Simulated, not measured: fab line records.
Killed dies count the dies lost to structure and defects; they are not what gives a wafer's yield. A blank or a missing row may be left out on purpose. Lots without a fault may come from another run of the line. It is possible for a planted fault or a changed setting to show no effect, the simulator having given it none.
Chamber matching	flow sfqLine	pecvd-03 running SFQ_TRILAYER_A5B_DEP_PECVD_129: 3 sister chambers
The step deposits SiO2 from SiH4/N2O, time 133.33 s, target thk 600 nm. 14 wafers are shown with their chamber, then 7 later ones without.

== WAFERS WITH THEIR CHAMBER ==
wafer	chamber	throttleValvePct (%)	showerheadVppV (V)	heaterPowerW (W)
L206.3	1	22.7	839	113
L206.4	2	24.4	905	93
L206.6	0	25.1	860	106
L207.2	1	22.6	843	109
L207.3	0	25.5	867	105
L207.4	2	24.4	892	101
L211.4	1	22.7	829	101
L211.5	2	24.3	907	99
L211.6	0	25.6	866	108
L213.3	1	22.9	847	100
L213.5	0	25.4	844	94
L213.6	2	24.4	895	97
L220.2	0	25.6	860	96
L220.3	2	24.6	913	92

SIGNATURES (averages over the wafers above)
reading	chamber 0	chamber 1	chamber 2	scatter within a chamber
throttleValvePct	25.440	22.725	24.420	0.156
showerheadVppV	859.40	839.50	902.40	8.64
heaterPowerW	101.80	105.75	96.40	5.55
Rule: a wafer's distance from a chamber is the root of the sum, over the readings, of the square of ((its reading less the chamber's mean) divided by the reading's scatter). If the next closest chamber is less than 2 further off than the closest, the wafer can't be placed; otherwise it belongs to the closest. How the scatter is found: for the shown wafers, subtract from each reading the mean of its chamber, square and add these, divide the total by (wafers less chambers), then take the root.

== WAFERS WITHOUT THEIR CHAMBER ==
wafer	throttleValvePct (%)	showerheadVppV (V)	heaterPowerW (W)
L220.4	25.5	874	99
L221.1	24.6	892	101
L221.4	22.9	833	111
L221.6	24.7	900	84
L226.2	24.6	902	98
L226.4	24.8	921	98
L226.6	25.5	865	110

== CHAMBER TAKEN BY EACH ==
wafer	from the rows above	in truth
L220.4	0	0
L221.1	2	2
L221.4	1	1
L221.6	2	2
L226.2	2	2
L226.4	2	2
L226.6	0	0
7 of 7 placed correctly. Left unplaced by these rows: 0. Number placed wrongly: 0.
